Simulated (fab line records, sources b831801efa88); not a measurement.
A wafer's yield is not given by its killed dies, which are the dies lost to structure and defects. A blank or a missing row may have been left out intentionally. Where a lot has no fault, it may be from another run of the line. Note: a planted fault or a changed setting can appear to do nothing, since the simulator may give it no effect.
fab line records	flow sky130
record: lots: 5	wafers: 27
route steps=708 shown METAL1@436 METAL2@486 VIA2@521 METAL3@562 CAP2M@616
start_h: hours from the record's first day to the start of the lot's first wafer shown	wait_h: time in hours since the lot's previous step	" identical to the entry in the row above	L1.1+2: a single row standing in for several wafers	- either no value or no given start	* or withheld: withheld	< > ~ a bound
route shown NAME@n: NAME is a module with steps in the file, n the number in the route of the first one	usual: mean/standard deviation of fault-free wafers	same: alike in all rows	chamber/n: place in a boat	sites: per-site readings	_std_site: the standard deviation of these	_edge_site: inner sites' mean taken away from outer sites' mean	radius_mm: how far each site lies from the wafer's centre	mask NAME#n: copy n	behind: tool/chamber where the wafer was last shaped	hold: reason for holding the lot/hours on hold/outcome of the hold	device: transistor that didn't switch, given as n, p or np	end of line: the route-end tests of the same wafers	for a step that has no rows: nothing shown but its recipe	killed: at the first sort, the dies lost to defects and structure; wafer yield is something else	map: shows each die of a wafer: x if killed, . if not, _ if none is there
set.NAME: the run value of the setting; set.NAME@STEP: its run value at that earlier step	model.NAME: the simulator's own value behind a step, which no gauge read
lots whose settings were changed on purpose; a table a step, a row a wafer
== steps ==
step: SKY_METAL1_SPUTTER_02
recipe: material: AlCu	target_thk_nm: 250	power_w: 10600	time_s: 13.3	chamber_pressure_pa: 0.4
lot.wafer	tool	chamber	start_h	wait_h	set.time_s	model.AlCu_of_METAL1_SPUTTER_02.thk_nm
L074.1	pvd_sputter-03	-	811.48	0.0	19.06	361.4
L074.2	"	-	"	"	19.06	358.9
L074.3	"	-	"	"	13.3	251.7
L074.4	"	-	"	"	13.3	250.1
L074.5	"	-	"	"	13.3	249.3
L074.6	"	-	"	"	19.06	357.8
L076.1+4	pvd_sputter-01	-	811.87	0.0	13.3	250.7
L076.2	"	-	"	"	13.3	255.4
L076.3	"	-	"	"	19.95	376.2
L076.5	"	-	"	"	19.95	381.7
L076.6	"	-	"	"	19.95	377.4
L079.1	pvd_sputter-03	-	813.31	0.0	10.41	193.4
L079.2	"	-	"	"	13.3	247
L079.3	"	-	"	"	10.41	195.3
L079.4	"	-	"	"	13.3	249.3
L079.5	"	-	"	"	13.3	250.8
L079.6	"	-	"	"	10.41	193.1
L082.3	pvd_sputter-01	-	814.43	0.0	13.3	251.4
L082.5	"	-	"	"	13.3	247.4
L082.6	"	-	"	"	13.3	248.9
L085.1+6	pvd_sputter-04	-	889.99	0.0	13.3	248.2
L085.2	"	-	"	"	19.51	365.2
L085.3	"	-	"	"	19.51	368.6
L085.4	"	-	"	"	13.3	248.9
L085.5	"	-	"	"	19.51	366.8
step: SKY_METAL1_SPUTTER_03
recipe: material: Ti	target_thk_nm: 5	power_w: 3000	time_s: 3.3	chamber_pressure_pa: 0.4
step: SKY_METAL1_SPUTTER_04
recipe: material: TiN	target_thk_nm: 70	power_w: 6500	time_s: 58.3	chamber_pressure_pa: 0.4
step: SKY_METAL1_RS_MEAS_05
recipe: thk_meas_gauge: four-point-probe	reads: TiN_of_METAL1_SPUTTER_04+Ti_of_METAL1_SPUTTER_03+AlCu_of_METAL1_SPUTTER_02+TiN_of_METAL1_SPUTTER_01+Ti_of_METAL1_SPUTTER_00
usual: METAL1_ALCU_RS: 0.1272/0.0015
lot.wafer	tool	chamber	start_h	wait_h	set.time_s@METAL1_SPUTTER_02	METAL1_ALCU_RS[ohm/sq]
L074.1	film_metro-02	-	811.57	0.0	19.06	0.0870
L074.2	"	-	"	"	19.06	0.0876
L074.3	"	-	"	"	13.3	0.1259
L074.4	"	-	"	"	13.3	0.1269
L074.5	"	-	"	"	13.3	0.1268
L074.6	"	-	"	"	19.06	0.0880
L076.1	film_metro-02	-	811.97	0.0	13.3	0.1268
L076.2	"	-	"	"	13.3	0.1243
L076.3	"	-	"	"	19.95	0.0838
L076.4	"	-	"	"	13.3	0.1267
L076.5	"	-	"	"	19.95	0.0822
L076.6	"	-	"	"	19.95	0.0832
L079.1	film_metro-04	-	813.41	0.0	10.41	0.1655
L079.2	"	-	"	"	13.3	0.1283
L079.3	"	-	"	"	10.41	0.1638
L079.4	"	-	"	"	13.3	0.1272
L079.5	"	-	"	"	13.3	0.1263
L079.6	"	-	"	"	10.41	0.1656
L082.3	film_metro-02	-	814.56	0.1	13.3	0.1263
L082.5	"	-	"	"	13.3	0.1282
L082.6	"	-	"	"	13.3	0.1275
L085.1	film_metro-03	-	890.08	0.0	13.3	0.1277
L085.2	"	-	"	"	19.51	0.0860
L085.3	"	-	"	"	19.51	0.0854
L085.4	"	-	"	"	13.3	0.1275
L085.5	"	-	"	"	19.51	0.0856
L085.6	"	-	"	"	13.3	0.1277
step: SKY_METAL1_THK_MEAS_06
recipe: thk_meas_gauge: xrf	reads: AlCu_of_METAL1_SPUTTER_02
usual: METAL1_ALCU_THK: 245/3
lot.wafer	tool	chamber	start_h	wait_h	set.time_s@METAL1_SPUTTER_02	METAL1_ALCU_THK[nm]
L074.1	film_metro-02	-	811.69	0.1	19.06	357
L074.2	"	-	"	"	19.06	351
L074.3	"	-	"	"	13.3	247
L074.4	"	-	"	"	13.3	245
L074.5	"	-	"	"	13.3	245
L074.6	"	-	"	"	19.06	350
L076.1	film_metro-02	-	812.09	0.1	13.3	249
L076.2	"	-	"	"	13.3	250
L076.3	"	-	"	"	19.95	372
L076.4	"	-	"	"	13.3	248
L076.5	"	-	"	"	19.95	376
L076.6	"	-	"	"	19.95	372
L079.1	film_metro-04	-	813.53	0.1	10.41	191
L079.2	"	-	"	"	13.3	243
L079.3	"	-	"	"	10.41	192
L079.4	"	-	"	"	13.3	246
L079.5	"	-	"	"	13.3	246
L079.6	"	-	"	"	10.41	191
L082.3	film_metro-02	-	814.66	0.1	13.3	249
L082.5	"	-	"	"	13.3	243
L082.6	"	-	"	"	13.3	245
L085.1	film_metro-03	-	890.20	0.1	13.3	243
L085.2	"	-	"	"	19.51	359
L085.3	"	-	"	"	19.51	361
L085.4	"	-	"	"	13.3	244
L085.5	"	-	"	"	19.51	359
L085.6	"	-	"	"	13.3	244
step: SKY_METAL1_DEHYDRATE_07
recipe: temp_c: 200	time_s: 60
step: SKY_METAL1_HMDS_08
recipe: prime_time_s: 60	prime_temp_c: 120
step: SKY_METAL1_DESCUM_17
recipe: chemistry: O2	source_power_w: 150	bias_power_w: 0	pressure_mtorr: 10	temp_c: 40	time_s: 8
step: SKY_METAL1_ETCH_18
recipe: chemistry: N2/H2	target: BARC	ion_energy_ev: 200	bias_w: 100	pressure_mtorr: 30	n2_flow_sccm: 100	h2_flow_sccm: 200	icp_w: 500	stop_on: SiO2	time_s: 45.9	target_depth_a: 600
step: SKY_METAL1_METAL_ETCH_19
recipe: target_depth_a: 3600	stop_on: SiO2	over_etch_frac: 0.3	time_s: 78	chemistry: Cl2/BCl3	resist_sidewall_deg: 88	pressure_mtorr: 10	icp_w: 900	bias_w: 48.5	Cl2_flow_sccm: 60	bcl3_flow_sccm: 30
usual: oes_product_au: 0.852/0.0052
lot.wafer	tool	chamber	start_h	wait_h	set.time_s@METAL1_SPUTTER_02	oes_product_au
L074.1	rie_metal-03	0	837.48	0.0	19.06	0.957
L074.2	"	1	"	"	19.06	0.955
L074.3	"	0	"	"	13.3	0.847
L074.4	"	1	"	"	13.3	0.861
L074.5	"	0	"	"	13.3	0.856
L074.6	"	1	"	"	19.06	0.953
L076.1	rie_metal-02	1	837.83	0.0	13.3	0.847
L076.2	"	0	"	"	13.3	0.856
L076.3	"	0	"	"	19.95	1.000
L076.4	"	1	"	"	13.3	0.847
L076.5	"	0	"	"	19.95	1.003
L076.6	"	1	"	"	19.95	1.003
L079.1	rie_metal-03	0	838.87	0.0	10.41	0.803
L079.2	"	1	"	"	13.3	0.850
L079.3	"	0	"	"	10.41	0.811
L079.4	"	1	"	"	13.3	0.852
L079.5	"	1	"	"	13.3	0.849
L079.6	"	0	"	"	10.41	0.803
L082.3	rie_metal-02	0	840.15	0.1	13.3	0.859
L082.5	"	1	"	"	13.3	0.851
L082.6	"	0	"	"	13.3	0.853
L085.1	rie_metal-02	0	914.96	0.1	13.3	0.847
L085.2	"	1	"	"	19.51	0.959
L085.3	"	0	"	"	19.51	0.965
L085.4	"	1	"	"	13.3	0.856
L085.5	"	0	"	"	19.51	0.966
L085.6	"	1	"	"	13.3	0.845
step: SKY_METAL2_SPUTTER_03
recipe: material: Ti	target_thk_nm: 5	power_w: 3000	time_s: 3.3	chamber_pressure_pa: 0.4
lot.wafer	tool	chamber	start_h	wait_h	set.time_s	model.Ti_of_METAL2_SPUTTER_03.thk_nm
L074.1	pvd_sputter-03	-	865.16	0.0	3.3	4.927
L074.2	"	-	"	"	2.356	3.567
L074.3	"	-	"	"	2.356	3.6
L074.4	"	-	"	"	3.3	4.969
L074.5	"	-	"	"	2.356	3.469
L074.6	"	-	"	"	3.3	5.134
L076.1	pvd_sputter-04	-	865.80	0.0	3.3	4.771
L076.2	"	-	"	"	3.3	4.728
L076.3	"	-	"	"	3.3	4.804
L076.4	"	-	"	"	3.3	4.593
L076.5	"	-	"	"	3.3	4.829
L076.6	"	-	"	"	3.3	4.664
L079.1	pvd_sputter-03	-	866.95	0.0	3.3	4.983
L079.2	"	-	"	"	3.3	5.076
L079.3	"	-	"	"	3.3	4.963
L079.4	"	-	"	"	3.3	5.036
L079.5	"	-	"	"	3.3	5.163
L079.6	"	-	"	"	3.3	5.056
L082.3	pvd_sputter-04	-	868.05	0.0	3.3	5.004
L082.5	"	-	"	"	3.3	5.109
L082.6	"	-	"	"	3.3	4.838
L085.1	pvd_sputter-04	-	941.50	0.0	2.464	3.609
L085.2	"	-	"	"	2.464	3.506
L085.3	"	-	"	"	3.3	5.07
L085.4	"	-	"	"	2.464	3.733
L085.5	"	-	"	"	3.3	4.817
L085.6	"	-	"	"	3.3	4.877
step: SKY_VIA2_ETCH_14
recipe: chemistry: N2/H2	target: BARC	ion_energy_ev: 200	source_w: 500	bias_w: 100	pressure_mtorr: 30	n2_flow_sccm: 100	h2_flow_sccm: 200	stop_on: SiO2	time_s: 45.9	target_depth_a: 600
usual: oes_product_au: 0.854/0.0051
lot.wafer	tool	chamber	start_h	wait_h	set.time_s	oes_product_au	model.KrF-thick_of_VIA2_COAT_07.thk_nm	model.VIA2.cd_nm
L074.1	rie_diel-02	0	918.19	0.0	45.9	0.856	392.6	199.7
L074.2	"	1	"	"	45.9	0.850	390.4	199.7
L074.3	"	3	"	"	45.9	0.856	390.8	202
L074.4	"	2	"	"	53.24	0.838	385.7	201.5
L074.5	"	2	"	"	53.24	0.832	385	201.9
L074.6	"	3	"	"	53.24	0.820	384.7	202.4
L076.1	rie_diel-04	0	919.61	0.0	33.17	1.003	403.6	197.7
L076.2	"	3	"	"	33.17	1.005	404.3	196.4
L076.3	"	2	"	"	45.9	0.853	391.9	199.2
L076.4	"	1	"	"	45.9	0.856	391.9	198.8
L076.5	"	1	"	"	45.9	0.862	392.5	198.8
L076.6	"	0	"	"	33.17	1.016	404	196.9
L079.1	rie_diel-02	0	920.29	0.0	24.48	0.993	411.5	196.5
L079.2	"	3	"	"	45.9	0.852	390.8	201.1
L079.3	"	2	"	"	45.9	0.855	392.9	201.2
L079.4	"	1	"	"	24.48	1.018	411.8	196.8
L079.5	"	1	"	"	45.9	0.853	391.8	200
L079.6	"	0	"	"	24.48	1.005	411.5	199
L082.3	rie_diel-02	0	921.51	0.0	45.9	0.857	393.4	202.9
L082.5	"	0	"	"	45.9	0.847	392.4	202.4
L082.6	"	1	"	"	45.9	0.851	392.5	202.2
L085.1	rie_diel-04	3	994.56	0.0	45.9	0.860	392.2	202
L085.2	"	1	"	"	45.9	0.847	391.2	201.6
L085.3	"	2	"	"	27.17	1.017	408.5	197.7
L085.4	"	1	"	"	27.17	1.012	408.7	199.2
L085.5	"	3	"	"	27.17	1.011	408.9	198.7
L085.6	"	2	"	"	45.9	0.864	391.3	200
step: SKY_VIA2_ETCH_15
recipe: target: SiO2	chemistry: C4F8/O2/Ar	target_depth_nm: 546	stop_on: TiN	mask_material: KrF-thick	source_w: 1500	bias_w: 1200	pressure_mtorr: 40	c4f8_flow_sccm: withheld	O2_flow_sccm: 6	Ar_flow_sccm: 300	time_s: 84
usual: oes_product_au: 0.941/0.0047
lot.wafer	tool	chamber	start_h	wait_h	set.time_s@VIA2_ETCH_14	oes_product_au	model.KrF-thick_of_VIA2_COAT_07.thk_nm
L074.1	rie_diel-02	0	918.24	0.0	45.9	0.937	283.3
L074.2	"	1	"	"	45.9	0.936	279.1
L074.3	"	3	"	"	45.9	0.947	280.4
L074.4	"	2	"	"	53.24	0.941	278.1
L074.5	"	2	"	"	53.24	0.937	276.8
L074.6	"	3	"	"	53.24	0.945	274.2
L076.1	rie_diel-04	0	919.65	0.0	33.17	0.399	292.9
L076.2	"	3	"	"	33.17	0.385	294.1
L076.3	"	2	"	"	45.9	0.943	282.4
L076.4	"	1	"	"	45.9	0.942	281.2
L076.5	"	1	"	"	45.9	0.943	282.1
L076.6	"	0	"	"	33.17	0.387	293.6
L079.1	rie_diel-02	0	920.34	0.0	24.48	0.376	301.7
L079.2	"	3	"	"	45.9	0.947	279.9
L079.3	"	2	"	"	45.9	0.946	283.3
L079.4	"	1	"	"	24.48	0.374	300.5
L079.5	"	1	"	"	45.9	0.939	280.9
L079.6	"	0	"	"	24.48	0.369	301.7
L082.3	rie_diel-02	0	921.55	0.0	45.9	0.943	283.7
L082.5	"	0	"	"	45.9	0.941	282.9
L082.6	"	1	"	"	45.9	0.940	282
L085.1	rie_diel-04	3	994.60	0.0	45.9	0.936	283.4
L085.2	"	1	"	"	45.9	0.931	279
L085.3	"	2	"	"	27.17	0.373	298
L085.4	"	1	"	"	27.17	0.383	297.3
L085.5	"	3	"	"	27.17	0.371	299.5
L085.6	"	2	"	"	45.9	0.940	281.1
step: SKY_VIA2_STRIP_16
recipe: chemistry: O2/N2	power_w: 1400	pressure_mtorr: 1500	platen_temp_c: withheld	o2_flow_sccm: 3000	n2_flow_sccm: 300	overash_fraction: 0.5
usual: strip_time_to_endpoint_s: 4.034/0.022
lot.wafer	tool	chamber	start_h	wait_h	set.time_s@VIA2_ETCH_14	strip_time_to_endpoint_s
L074.1	plasma_asher-03	1	918.30	0.0	45.9	4.039
L074.2	"	0	"	"	45.9	3.993
L074.3	"	0	"	"	45.9	4.024
L074.4	"	1	"	"	53.24	3.991
L074.5	"	0	"	"	53.24	3.974
L074.6	"	1	"	"	53.24	3.964
L076.1	plasma_asher-03	1	919.72	0.0	33.17	4.144
L076.2	"	0	"	"	33.17	4.144
L076.3	"	1	"	"	45.9	4.029
L076.4	"	0	"	"	45.9	4.019
L076.5	"	0	"	"	45.9	4.026
L076.6	"	1	"	"	33.17	4.153
L079.1	plasma_asher-03	0	920.40	0.0	24.48	4.241
L079.2	"	1	"	"	45.9	4.010
L079.3	"	1	"	"	45.9	4.074
L079.4	"	0	"	"	24.48	4.247
L079.5	"	1	"	"	45.9	4.025
L079.6	"	0	"	"	24.48	4.244
L082.3	plasma_asher-04	1	921.65	0.1	45.9	4.050
L082.5	"	0	"	"	45.9	4.027
L082.6	"	1	"	"	45.9	4.024
L085.1	plasma_asher-04	1	994.67	0.0	45.9	4.033
L085.2	"	0	"	"	45.9	4.003
L085.3	"	0	"	"	27.17	4.202
L085.4	"	1	"	"	27.17	4.212
L085.5	"	0	"	"	27.17	4.221
L085.6	"	1	"	"	45.9	4.031
step: SKY_METAL3_DEVELOP_12
recipe: develop_time_s: 60	resist: KrF-thick	dev_temp_c: 21
lot.wafer	tool	chamber	start_h	wait_h	set.develop_time_s
L074.1+2+4	litho_track-03	0	-	-	89.22
L074.3+5+6	"	0	"	"	60
L076.1+4+6	litho_track-04	0	-	-	60
L076.2+3+5	"	0	"	"	88.45
L079.1+2+3+4+5+6	litho_track-04	0	-	-	60
L082.3+5+6	litho_track-04	0	-	-	60
L085.1+2+5	litho_track-04	0	-	-	32.34
L085.3+4+6	"	0	"	"	60
step: SKY_METAL3_CD_MEAS_13
recipe: target_cd_nm: 300
usual: cd_nm: 300.8/1.4
lot.wafer	tool	chamber	start_h	wait_h	set.develop_time_s@METAL3_DEVELOP_12	cd_nm
L074.1	cd_sem-01	-	970.84	-	89.22	294.7
L074.2	"	-	"	"	89.22	292.4
L074.3	"	-	"	"	60	300.9
L074.4	"	-	"	"	89.22	292.8
L074.5	"	-	"	"	60	300.3
L074.6	"	-	"	"	60	300.9
L076.1	cd_sem-01	-	972.26	-	60	302.7
L076.2	"	-	"	"	88.45	294.9
L076.3	"	-	"	"	88.45	-
L076.4	"	-	"	"	60	-
L076.5	"	-	"	"	88.45	295.6
L076.6	"	-	"	"	60	-
L079.1	cd_sem-02	-	972.61	-	60	-
L079.2	"	-	"	"	60	-
L079.3	"	-	"	"	60	301.6
L079.4	"	-	"	"	60	-
L079.5	"	-	"	"	60	-
L079.6	"	-	"	"	60	-
L082.3	cd_sem-01	-	973.60	-	60	302.6
L082.5	"	-	"	"	60	304.2
L082.6	"	-	"	"	60	303.9
L085.1	cd_sem-02	-	1040.31	-	32.34	311.5
L085.2	"	-	"	"	32.34	311.0
L085.3	"	-	"	"	60	-
L085.4	"	-	"	"	60	-
L085.5	"	-	"	"	32.34	-
L085.6	"	-	"	"	60	298.1
step: SKY_METAL3_DESCUM_15
recipe: chemistry: O2	source_power_w: 150	bias_power_w: 0	pressure_mtorr: 10	temp_c: 40	time_s: 8
lot.wafer	tool	chamber	start_h	wait_h	set.develop_time_s@METAL3_DEVELOP_12	model.METAL3.cd_nm
L074.1	rie_metal-02	0	970.99	0.0	89.22	295.1
L074.2	"	1	"	"	89.22	292.5
L074.3	"	1	"	"	60	300.4
L074.4	"	0	"	"	89.22	293.1
L074.5	"	0	"	"	60	300.9
L074.6	"	1	"	"	60	301.2
L076.1	rie_metal-02	0	972.41	0.0	60	302.8
L076.2+3	"	1	"	"	88.45	294.7
L076.4	"	0	"	"	60	303
L076.5	"	1	"	"	88.45	295.3
L076.6	"	0	"	"	60	302.4
L079.1+4	rie_metal-02	0	972.76	0.0	60	301.7
L079.2	"	1	"	"	60	302.7
L079.3	"	1	"	"	60	301.3
L079.5	"	1	"	"	60	301.1
L079.6	"	0	"	"	60	300.2
L082.3	rie_metal-04	0	973.72	0.0	60	302.5
L082.5	"	0	"	"	60	304.2
L082.6	"	1	"	"	60	303.7
L085.1	rie_metal-04	1	1040.46	0.0	32.34	311.3
L085.2	"	0	"	"	32.34	310.5
L085.3	"	1	"	"	60	299.5
L085.4	"	0	"	"	60	298.2
L085.5	"	0	"	"	32.34	311.5
L085.6	"	1	"	"	60	297.8
step: SKY_METAL3_ETCH_16
recipe: chemistry: N2/H2	target: BARC	ion_energy_ev: 200	bias_w: 100	pressure_mtorr: 30	n2_flow_sccm: 100	h2_flow_sccm: 200	icp_w: 500	stop_on: SiO2	time_s: 88.2	target_depth_a: 600
lot.wafer	tool	chamber	start_h	wait_h	set.develop_time_s@METAL3_DEVELOP_12	model.METAL3.cd_nm
L074.1	rie_metal-02	0	971.03	0.0	89.22	295.4
L074.2	"	1	"	"	89.22	293.6
L074.3	"	1	"	"	60	301.4
L074.4	"	0	"	"	89.22	294.3
L074.5	"	0	"	"	60	300.6
L074.6	"	1	"	"	60	302.1
L076.1	rie_metal-02	0	972.44	0.0	60	302.9
L076.2	"	1	"	"	88.45	296.3
L076.3	"	1	"	"	88.45	295.1
L076.4	"	0	"	"	60	304.2
L076.5	"	1	"	"	88.45	296.6
L076.6	"	0	"	"	60	302.4
L079.1	rie_metal-02	0	972.79	0.0	60	301.7
L079.2	"	1	"	"	60	303.6
L079.3	"	1	"	"	60	301.4
L079.4	"	0	"	"	60	302.5
L079.5	"	1	"	"	60	302.2
L079.6	"	0	"	"	60	300.6
L082.3	rie_metal-04	0	973.78	0.0	60	303.6
L082.5	"	0	"	"	60	304.2
L082.6	"	1	"	"	60	305.1
L085.1	rie_metal-04	1	1040.49	0.0	32.34	311.5
L085.2	"	0	"	"	32.34	311.2
L085.3	"	1	"	"	60	300.1
L085.4	"	0	"	"	60	299.4
L085.5	"	0	"	"	32.34	311.3
L085.6	"	1	"	"	60	298.1
step: SKY_CAP2M_METAL_ETCH_13
recipe: target_depth_nm: 220	stop_on: SiO2	chemistry: Cl2/BCl3	target: TiN	pressure_mtorr: 10	icp_w: 900	bias_w: 48.5	Cl2_flow_sccm: 60	bcl3_flow_sccm: 30	time_s: 62.9
usual: oes_product_au: 0.940/0.0073
lot.wafer	tool	chamber	start_h	wait_h	set.time_s	oes_product_au	model.CAP2M.feature_depth_nm	model.NOVOLAK_of_CAP2M_COAT_07.thk_nm
L074.1	rie_metal-03	1	1021.19	0.0	34.93	0.999	121.5	1051
L074.2	"	0	"	"	62.9	0.933	197.8	986.6
L074.3	"	1	"	"	34.93	0.990	120.5	1050
L074.4	"	0	"	"	62.9	0.946	199.9	988.1
L074.5	"	0	"	"	62.9	0.934	198.6	989.2
L074.6	"	1	"	"	34.93	0.993	120.2	1054
L076.1	rie_metal-02	1	1022.91	0.0	62.9	0.951	200.3	994.6
L076.2	"	0	"	"	62.9	0.940	202.4	990
L076.3	"	1	"	"	62.9	0.941	200.1	995.1
L076.4	"	0	"	"	62.9	0.951	202.1	990.6
L076.5	"	0	"	"	62.9	0.969	204.8	992.5
L076.6	"	1	"	"	62.9	0.944	200.7	993.3
L079.1	rie_metal-04	0	1023.33	0.0	62.9	0.935	199.8	996
L079.2	"	1	"	"	62.9	0.941	200.5	989.2
L079.3	"	0	"	"	62.9	0.934	199.9	991.1
L079.4	"	1	"	"	62.9	0.944	201	987.4
L079.5	"	1	"	"	62.9	0.947	200.9	989.7
L079.6	"	0	"	"	62.9	0.942	198.9	992.4
L082.3	rie_metal-04	1	1024.14	0.0	62.9	0.928	195.8	988.4
L082.5	"	1	"	"	62.9	0.934	196.7	989.3
L082.6	"	0	"	"	62.9	0.924	196.6	993.3
L085.1	rie_metal-04	0	1086.11	0.0	62.9	0.931	197.5	1000
L085.2	"	1	"	"	62.9	0.936	199.9	998.1
L085.3	"	0	"	"	62.9	0.939	198	997.4
L085.4	"	1	"	"	27.8	1.000	97.27	1078
L085.5	"	1	"	"	27.8	0.992	96.48	1076
L085.6	"	0	"	"	27.8	0.991	95.42	1081
step: SKY_CAP2M_STRIP_14
recipe: chemistry: O2/N2	power_w: 1400	pressure_mtorr: 1500	platen_temp_c: withheld	o2_flow_sccm: 3000	n2_flow_sccm: 300	overash_fraction: 0.5
usual: strip_time_to_endpoint_s: 12.65/0.058
lot.wafer	tool	chamber	start_h	wait_h	set.time_s@CAP2M_METAL_ETCH_13	strip_time_to_endpoint_s
L074.1	plasma_asher-02	0	1021.27	0.1	34.93	13.25
L074.2	"	1	"	"	62.9	12.57
L074.3	"	1	"	"	34.93	13.23
L074.4	"	0	"	"	62.9	12.60
L074.5	"	0	"	"	62.9	12.61
L074.6	"	1	"	"	34.93	13.25
L076.1	plasma_asher-04	0	1022.99	0.1	62.9	12.68
L076.2	"	1	"	"	62.9	12.62
L076.3	"	1	"	"	62.9	12.66
L076.4	"	0	"	"	62.9	12.60
L076.5	"	0	"	"	62.9	12.65
L076.6	"	1	"	"	62.9	12.65
L079.1	plasma_asher-02	0	1023.40	0.1	62.9	12.69
L079.2	"	1	"	"	62.9	12.61
L079.3	"	1	"	"	62.9	12.64
L079.4	"	0	"	"	62.9	12.58
L079.5	"	1	"	"	62.9	12.60
L079.6	"	0	"	"	62.9	12.65
L082.3	plasma_asher-04	0	1024.22	0.1	62.9	12.59
L082.5	"	1	"	"	62.9	12.61
L082.6	"	0	"	"	62.9	12.65
L085.1	plasma_asher-03	1	1086.19	0.1	62.9	12.74
L085.2	"	0	"	"	62.9	12.73
L085.3	"	1	"	"	62.9	12.71
L085.4	"	0	"	"	27.8	13.53
L085.5	"	0	"	"	27.8	13.54
L085.6	"	1	"	"	27.8	13.60
== key ==
split: step: SKY_METAL1_SPUTTER_02	setting: time_s	stated: 13.3	by: wafer
response: step: SKY_METAL1_SPUTTER_02	reading: model.AlCu_of_METAL1_SPUTTER_02.thk_nm	change: +2.53	per: 1%	r: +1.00
response: step: SKY_METAL1_RS_MEAS_05	reading: METAL1_ALCU_RS	change: -0.000941	per: 1%	r: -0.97
response: step: SKY_METAL1_THK_MEAS_06	reading: METAL1_ALCU_THK	change: +2.48	per: 1%	r: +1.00
response: step: SKY_METAL1_METAL_ETCH_19	reading: oes_product_au	change: +0.0026	per: 1%	r: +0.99
split: step: SKY_METAL2_SPUTTER_03	setting: time_s	stated: 3.3	by: wafer
response: step: SKY_METAL2_SPUTTER_03	reading: model.Ti_of_METAL2_SPUTTER_03.thk_nm	change: +0.0514	per: 1%	r: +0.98
split: step: SKY_VIA2_ETCH_14	setting: time_s	stated: 45.9	by: wafer
response: step: SKY_VIA2_ETCH_14	reading: oes_product_au	change: -0.00371	per: 1%	r: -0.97
response: step: SKY_VIA2_ETCH_14	reading: model.KrF-thick_of_VIA2_COAT_07.thk_nm	change: -0.42	per: 1%	r: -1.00
response: step: SKY_VIA2_ETCH_14	reading: model.VIA2.cd_nm	change: +0.0702	per: 1%	r: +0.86
response: step: SKY_VIA2_ETCH_15	reading: oes_product_au	change: +0.0133	per: 1%	r: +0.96
response: step: SKY_VIA2_ETCH_15	reading: model.KrF-thick_of_VIA2_COAT_07.thk_nm	change: -0.415	per: 1%	r: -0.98
response: step: SKY_VIA2_STRIP_16	reading: strip_time_to_endpoint_s	change: *	per: 1%	r: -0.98
split: step: SKY_METAL3_DEVELOP_12	setting: develop_time_s	stated: 60	by: wafer
response: step: SKY_METAL3_CD_MEAS_13	reading: cd_nm	change: -0.183	per: 1%	r: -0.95
response: step: SKY_METAL3_DESCUM_15	reading: model.METAL3.cd_nm	change: -0.194	per: 1%	r: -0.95
response: step: SKY_METAL3_ETCH_16	reading: model.METAL3.cd_nm	change: -0.183	per: 1%	r: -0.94
split: step: SKY_CAP2M_METAL_ETCH_13	setting: time_s	stated: 62.9	by: wafer
response: step: SKY_CAP2M_METAL_ETCH_13	reading: oes_product_au	change: -0.00113	per: 1%	r: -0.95
response: step: SKY_CAP2M_METAL_ETCH_13	reading: model.CAP2M.feature_depth_nm	change: +1.8	per: 1%	r: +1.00
response: step: SKY_CAP2M_METAL_ETCH_13	reading: model.NOVOLAK_of_CAP2M_COAT_07.thk_nm	change: -1.43	per: 1%	r: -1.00
response: step: SKY_CAP2M_STRIP_14	reading: strip_time_to_endpoint_s	change: *	per: 1%	r: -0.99
